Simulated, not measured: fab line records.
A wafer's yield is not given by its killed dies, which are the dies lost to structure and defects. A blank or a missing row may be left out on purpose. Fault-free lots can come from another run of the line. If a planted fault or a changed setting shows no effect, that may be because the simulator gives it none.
2 desks, one fault | flow sky130 | what lay behind the numbers comes last; until then each desk has only its own

## FOR THE TOOL OWNER'S DESK: rieDiel-02
The tool's own readings at SKY_METAL3_ETCH_17 (etches SiO2 in C4F8/O2/Ar, stops on TiN, time 3.9 s, target depth 15 nm): means of the sampled wafers that have a number, for each lot that ran on this tool. The brackets show how far a lot's mean lies from the usual mean; more than 4 standard deviations puts the lot out of limits, marked OUT.
Columns: A = biasW at SKY_METAL3_ETCH_17, usual 1200 W; B = oesProductAu at SKY_METAL3_ETCH_17, usual 0.753 a.u.
lot  | first seen here | A    | B
L591 | day 39 09:22    | 1203 | 0.756
L592 | day 39 18:37    | 1198 | 0.746
L595 | day 41 11:10    | 1186 | 0.753
L610 | day 44 23:17    | 1200 | 0.756
Result from this desk: across the 4 lots, nothing is out of limits.

## METROLOGY DESK
Lot by lot, what the gauges showed, no matter which tool ran the lot: averages of those sampled wafers that carry a number. The brackets show how far a lot's mean lies from the usual mean; more than 4 standard deviations puts the lot out of limits, marked OUT.
Columns: A = CAPM_CVD_00_THK at SKY_CAPM_THK_MEAS_01, usual 15.43 nm; B = VIA3_HDPCVD_THK at SKY_VIA3_THK_MEAS_01, usual 1640 nm
lot  | first seen here | A     | B
L588 | day 36 05:22    | 15.31 | 1665
L590 | day 36 23:01    | 15.19 | 1635
L591 | day 37 06:13    | 15.53 | 1628
L592 | day 37 14:46    | 15.15 | 1605
L595 | day 39 09:14    | 15.53 | 1633
L596 | day 40 01:15    | 15.52 | 1647
L598 | day 40 10:29    | 15.44 | 1658
L602 | day 41 05:37    | 15.45 | 1635
L604 | day 41 15:08    | 15.29 | 1641
L607 | day 42 18:10    | 15.49 | 1639
L608 | day 42 20:26    | 15.28 | 1637
L610 | day 43 01:22    | 15.58 | 1628
Result from this desk: across the 12 lots, nothing is out of limits.

## BROUGHT TOGETHER
The tool owner's desk saw nothing out of limits.
The metrology desk saw nothing out of limits.

## WHAT THE SIMULATOR HAD PUT IN
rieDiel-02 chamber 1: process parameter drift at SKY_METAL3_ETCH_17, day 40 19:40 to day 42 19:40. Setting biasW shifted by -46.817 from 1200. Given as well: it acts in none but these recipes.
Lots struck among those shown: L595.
